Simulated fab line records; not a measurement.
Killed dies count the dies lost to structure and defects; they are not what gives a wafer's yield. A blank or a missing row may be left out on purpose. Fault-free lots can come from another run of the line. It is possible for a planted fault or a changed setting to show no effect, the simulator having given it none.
fab line records -- flow sky130 -- part 2 of 2: steps 43 to 43 of 43
record: lots: 6, wafers: 18, last_day: 49
route steps=708 shown METAL2@495 VIA2@507 METAL3@532 PAD_OPEN@708
lots that met no fault: taken from a fault-free run of the same line
start_h: start of the lot's first displayed wafer, in hours after the record's first day -- wait_h: hours elapsed since this lot's preceding step -- " the same as in the row above -- L1.1+2: a single row standing in for several wafers -- - value missing, or start not given -- * or withheld: withheld -- < > ~ a bound
route shown NAME@n: NAME is a module with steps in the file, n the number in the route of the first one -- usual: mean and standard deviation over wafers with no fault -- same: alike in all rows -- chamber/n: place in a boat -- sites: readings site by site -- _std_site: the values' standard deviation -- _edge_site: inner sites' mean taken away from outer sites' mean -- radius_mm: how far each site lies from the wafer's centre -- mask NAME#n: copy n -- behind: the most recent tool/chamber to have shaped the wafer -- hold: why the lot was held/for how many hours/how that ended -- device: transistor that didn't switch, given as n, p or np -- end of line: the tests these same wafers got at the end of their route -- where a step has no rows: the recipe by itself -- killed: count of dies lost to structure and defects at first sort (not the wafer's yield) -- map: per-die view of a wafer (x killed, . not killed, _ where there is no die)
set.NAME: the setting that was run; set.NAME@STEP: the one run at that earlier step -- model.NAME: the simulator's own value behind a step, which no gauge read
a table for each step, a row for each wafer; lots at some steps of the route
services: from which hour (start_h, from the record's first day; less than 0 if before it) a tool's chamber was out of use, for how many hours, and why
== steps ==
step: SKY_PAD_OPEN_PROBE_99
usual: defect_limited_yield: 82.5/1.9, killed_at_M0_to_M3: 43/6.8, killed_at_M4_up: 3.2/1.7, killed_at_contacts: 24/5.7, killed_at_front_end: 16/4.3, killed_at_other: 0.3/0.56, killed_dies: 86/9.5, killed_open: 47/6.9, killed_short: 39/5.8, sort_bin_3_pad_short: 0.9/0.39, sort_bin_5_function: 10.3/1.5, sort_bin_6_memory: 6.3/1.1, sort_n_pass: 406/9.5, sort_yield_pct: 82.5/1.9
same: gross_dies: 492, killed_at_back_side: 0, sort_bin_4_leakage[%]: 0, sort_bin_8_speed[%]: 0
lot.wafer,tool,chamber,start_h,wait_h,defect_limited_yield[%],killed_at_M0_to_M3,killed_at_M4_up,killed_at_contacts,killed_at_front_end,killed_at_other,killed_dies,killed_open,killed_short,sort_bin_3_pad_short[%],sort_bin_5_function[%],sort_bin_6_memory[%],sort_n_pass,sort_yield_pct[%],model.etest.tester.sort_n_pass,model.etest.tester.sort_yield_pct,model.etest.tester.sort_bin_5_pct,model.etest.tester.sort_bin_3_pct
L185.2,prober-02,-,1078.46,0.1,80.7,48,4,29,14,0,95,48,47,1.2,11.0,7.1,397,80.7,397,80.69,10.98,1.22
L185.4,prober-02,-,1078.56,0.2,78.5,54,4,29,19,0,106,57,48,1.4,12.0,8.1,386,78.5,386,78.46,11.99,1.423
L185.6,prober-02,-,1078.66,0.2,79.1,52,5,27,19,0,103,66,37,0.4,12.4,8.1,389,79.1,389,79.06,12.4,0.4065
L186.1,prober-01,-,1086.32,0.1,81.9,48,2,21,17,1,89,55,34,0.8,9.8,7.5,403,81.9,403,81.91,9.756,0.813
L186.3,prober-01,-,1086.42,0.2,86.4,36,1,23,7,0,67,41,26,0.8,8.1,4.7,425,86.4,425,86.38,8.13,0.813
L186.5,prober-01,-,1086.52,0.2,83.1,36,5,29,13,0,83,48,35,1.2,9.1,6.5,409,83.1,409,83.13,9.146,1.22
L195.1,prober-02,-,1138.17,0.1,83.5,44,6,19,11,1,81,48,33,0,10.2,6.3,411,83.5,411,83.54,10.16,0
L195.3,prober-02,-,1138.27,0.2,84.6,47,1,16,12,0,76,40,36,0.4,10.4,4.7,416,84.6,416,84.55,10.37,0.4065
L195.4,prober-02,-,1138.32,0.2,84.8,37,2,18,18,0,75,49,26,0.2,9.8,5.3,417,84.8,417,84.76,9.756,0.2033
L197.3,prober-02,-,1150.27,0.2,82.1,49,5,24,10,0,88,49,39,0.8,11.4,5.7,404,82.1,404,82.11,11.38,0.813
L197.4,prober-02,-,1150.32,0.2,83.7,36,5,28,11,0,80,41,39,0.8,8.9,6.5,412,83.7,412,83.74,8.943,0.813
L197.6,prober-02,-,1150.42,0.2,79.3,52,1,40,9,0,102,60,42,1.0,12.2,7.5,390,79.3,390,79.27,12.2,1.016
L204.2,prober-02,-,1182.67,0.1,80.3,46,3,40,8,0,97,47,49,1.0,10.6,8.1,395,80.3,395,80.28,10.57,1.016
L204.5,prober-02,-,1182.82,0.2,76.6,68,2,27,18,0,115,44,28,2.4,15.0,5.9,377,76.6,377,76.63,15.04,2.439
L204.6,prober-02,-,1182.87,0.2,80.9,45,3,34,12,0,94,52,42,1.8,11.6,5.7,398,80.9,398,80.89,11.59,1.829
L205.1,prober-01,-,1186.83,0.1,82.5,44,2,23,15,2,86,48,38,1.0,9.1,7.3,406,82.5,406,82.52,9.146,1.016
L205.4,prober-01,-,1186.98,0.2,75.0,86,1,25,10,1,123,39,37,3.7,13.6,7.7,369,75.0,369,75,13.62,3.659
L205.5,prober-01,-,1187.03,0.2,81.9,49,3,22,15,0,89,49,40,0.6,11.0,6.5,403,81.9,403,81.91,10.98,0.6098
killed by level:class
L185.2 CONTACT:geometric_particle:open=12 VIA1:geometric_particle:open=11 METAL1:geometric_particle:short=9 LI_CONTACT:geometric_particle:open=7 VIA3:geometric_particle:open=7 FIELD_ISO:geometric_particle:short=6 VIA2:geometric_particle:open=5 LOCAL_INTERCONNECT:geometric_particle:short=5
L185.4 CONTACT:geometric_particle:open=12 VIA1:geometric_particle:open=10 VIA2:geometric_particle:open=8 METAL2:geometric_particle:short=7 VIA3:geometric_particle:short=7 POLY_GATE:geometric_particle:short=6 METAL1:geometric_particle:short=6 VIA3:geometric_particle:open=6
L185.6 VIA1:geometric_particle:open=17 VIA3:geometric_particle:open=11 LI_CONTACT:geometric_particle:open=9 POLY_GATE:geometric_particle:open=8 CONTACT:geometric_particle:open=8 VIA2:geometric_particle:open=6 METAL4:geometric_particle:short=5 METAL2:geometric_particle:short=5
L186.1 VIA1:geometric_particle:open=12 CONTACT:geometric_particle:open=11 VIA1:geometric_particle:short=10 VIA3:geometric_particle:open=7 FIELD_ISO:geometric_particle:open=6 VIA2:geometric_particle:open=6 LI_CONTACT:geometric_particle:open=4 METAL1:geometric_particle:short=4
L186.3 CONTACT:geometric_particle:open=8 LI_CONTACT:geometric_particle:open=8 VIA2:geometric_particle:open=7 METAL1:geometric_particle:short=5 VIA1:geometric_particle:open=5 METAL1:geometric_particle:open=4 FIELD_ISO:geometric_particle:short=3 METAL2:geometric_particle:open=3
L186.5 VIA1:geometric_particle:open=11 CONTACT:geometric_particle:open=9 LI_CONTACT:geometric_particle:open=8 VIA1:geometric_particle:short=8 VIA2:geometric_particle:open=7 CONTACT:geometric_particle:short=5 POLY_GATE:geometric_particle:short=4 METAL2:geometric_particle:short=4
L195.1 VIA1:geometric_particle:open=14 VIA2:geometric_particle:short=7 CONTACT:geometric_particle:open=6 LI_CONTACT:geometric_particle:open=6 VIA2:geometric_particle:open=6 LOCAL_INTERCONNECT:geometric_particle:short=5 METAL1:geometric_particle:short=5 VIA3:geometric_particle:open=5
L195.3 VIA2:geometric_particle:open=12 METAL1:geometric_particle:short=7 VIA1:geometric_particle:open=7 CONTACT:geometric_particle:open=6 VIA3:geometric_particle:open=6 METAL3:geometric_particle:short=4 VIA1:geometric_particle:short=4 FIELD_ISO:geometric_particle:short=3
L195.4 VIA2:geometric_particle:open=11 FIELD_ISO:geometric_particle:open=9 CONTACT:geometric_particle:open=9 METAL1:geometric_particle:short=7 METAL2:geometric_particle:short=6 LI_CONTACT:geometric_particle:open=5 VIA3:geometric_particle:open=4 SPACER:geometric_particle:short=3
L197.3 METAL2:geometric_particle:short=12 VIA1:geometric_particle:open=9 VIA3:geometric_particle:open=8 LI_CONTACT:geometric_particle:open=7 CONTACT:geometric_particle:open=6 VIA2:geometric_particle:open=6 METAL1:geometric_particle:short=5 LOCAL_INTERCONNECT:geometric_particle:short=5
L197.4 VIA1:geometric_particle:open=9 LOCAL_INTERCONNECT:geometric_particle:short=8 CONTACT:geometric_particle:open=6 LI_CONTACT:geometric_particle:short=5 LI_CONTACT:geometric_particle:open=5 METAL1:geometric_particle:short=5 METAL2:geometric_particle:short=5 VIA3:geometric_particle:open=5
L197.6 CONTACT:geometric_particle:open=14 VIA3:geometric_particle:open=12 VIA1:geometric_particle:open=9 LOCAL_INTERCONNECT:geometric_particle:short=9 LI_CONTACT:geometric_particle:open=8 VIA2:geometric_particle:open=8 METAL2:geometric_particle:short=6 CONTACT:geometric_particle:short=5
L204.2 LI_CONTACT:geometric_particle:open=10 LOCAL_INTERCONNECT:geometric_particle:short=10 CONTACT:geometric_particle:open=7 VIA1:geometric_particle:open=7 VIA1:geometric_particle:short=7 VIA3:geometric_particle:open=7 CONTACT:geometric_particle:short=6 METAL1:geometric_particle:short=6
L204.5 VIA2:unspecified=42 LI_CONTACT:geometric_particle:open=9 CONTACT:geometric_particle:open=9 VIA2:geometric_particle:open=8 VIA1:geometric_particle:open=5 FIELD_ISO:geometric_particle:short=4 VIA3:geometric_particle:open=4 FIELD_ISO:geometric_particle:open=3
L204.6 CONTACT:geometric_particle:open=10 VIA3:geometric_particle:open=10 LI_CONTACT:geometric_particle:open=9 VIA1:geometric_particle:open=6 METAL2:geometric_particle:short=6 VIA2:geometric_particle:open=6 LOCAL_INTERCONNECT:geometric_particle:short=5 CONTACT:geometric_particle:short=5
L205.1 VIA1:geometric_particle:open=10 VIA3:geometric_particle:open=8 CONTACT:geometric_particle:open=7 LI_CONTACT:geometric_particle:open=6 VIA2:geometric_particle:open=5 FIELD_ISO:geometric_particle:open=5 METAL1:geometric_particle:short=5 VIA1:geometric_particle:short=5
L205.4 VIA2:unspecified=46 CONTACT:geometric_particle:open=9 VIA1:geometric_particle:short=8 CONTACT:geometric_particle:short=6 METAL2:geometric_particle:short=6 VIA1:geometric_particle:open=6 VIA3:geometric_particle:open=6 VIA2:geometric_particle:open=5
L205.5 VIA1:geometric_particle:open=11 VIA3:geometric_particle:open=7 LOCAL_INTERCONNECT:geometric_particle:short=6 POLY_GATE:geometric_particle:open=5 LI_CONTACT:geometric_particle:open=5 VIA2:geometric_particle:open=5 CONTACT:geometric_particle:open=5 VIA1:geometric_particle:short=5
map L204.5 (x killed, . not)
__________.x........_________
________.......x......_______
______x....x.....x...xx._____
_____.xxxx......x.....x..____
____.xxxxx.x...x....x.....___
___.xxxxxxxxx........x.xx..__
__..xxxxxxxx.x...........x.._
_...xxxxxxx.x...........x....
_x..xxxxxx..x.....x.xx..x...x
_...x.xxx..xx.......xxx......
_......x.................xx..
_..x.......x........x........
_............xx.....x....x...
_..x..........x..x.x.........
_x..x..x.........x..x........
__........x...x.xx...x....x._
___xx..x.....x.xx..........__
____.x...x.........x....x.___
_____......x...x.........____
______...x....x..x......_____
________.........x...._______
__________.........._________
map L205.4 (x killed, . not)
__________....x.x..._________
________xxx.....xx.xx._______
______.x......x..x...x.._____
_____xxxxxx....x.........____
____.xxxxxxxx.xx...x......___
___.xxxxxxx..x..........x..__
__.xxxxxxxxxx.x.x.........x._
_..xxxxxxx.xxxx..........x.x.
_....xxxxx..x..........x.....
_.....xxxx.......xxx..x......
_.x..xxxx...x......x.x.x.x...
_......x.........x...x.......
_..x................x......x.
_x..........................x
_..x.x........x..............
__........xx......x........._
___..xx........x...x...x...__
____..x..x.......x......x.___
_____..x...x....x..x.x..x____
______.................._____
________......x......._______
__________.....x..x._________
== services ==
tool,chamber,start_h,hours,kind
plasma_asher-02,-,813.28,2.8,pm
hdpcvd-02,-,814.83,1.9,repair
hdpcvd-01,-,816.68,5.5,pm
cmp-01,-,820.77,0.5,repair
hdpcvd-01,-,822.14,2.8,pm
plasma_asher-01,-,827.90,4.4,repair
cmp-02,-,838.25,2.7,repair
rie_diel-02,3,842.10,3.3,repair
hdpcvd-02,-,873.97,0.3,repair
plasma_asher-02,-,877.02,4.0,repair
pvd_sputter-01,-,878.05,16.1,repair
cmp-02,-,899.44,6.2,repair
cmp-02,-,906.38,4.1,repair
cmp-01,-,912.06,4.0,pm
rie_diel-02,0,913.73,2.1,repair
cmp-01,-,916.06,-,consumable_replace:conditioner
cmp-01,-,916.06,-,consumable_replace:pad
plasma_asher-03,-,921.52,1.1,repair
cmp-02,-,933.24,1.0,repair
hdpcvd-02,-,950.25,15.0,pm
rie_diel-02,1,969.44,-,clean
rie_diel-02,1,969.44,-,consumable_replace:showerhead
rie_diel-02,1,969.44,16.8,scheduled_down
hdpcvd-01,2,971.85,12.2,repair
== key ==
first_sign: step: SKY_PAD_OPEN_PROBE_99, reading: sort_bin_3_pad_short, direction: up, sigmas: 5.6, usual: 0.9, struck: 3.0
effect: step: SKY_PAD_OPEN_PROBE_99, reading: killed_at_M0_to_M3, direction: up, sigmas: 5, usual: 43, struck: 77
model_effect: step: SKY_PAD_OPEN_PROBE_99, value: etest.tester.sort_n_pass, without: 411.5, struck: 373
met_at SKY_VIA2_HDPCVD_00
struck_wafers L204.5,L205.4
onset_between 902.89 964.76
fault: kind: chamber_particle_source, tool: hdpcvd-01, chamber: 0, onset_h: 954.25, steps: SKY_VIA2_HDPCVD_00, rate_per_visit_cm2: 0.66384, end_h: 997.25
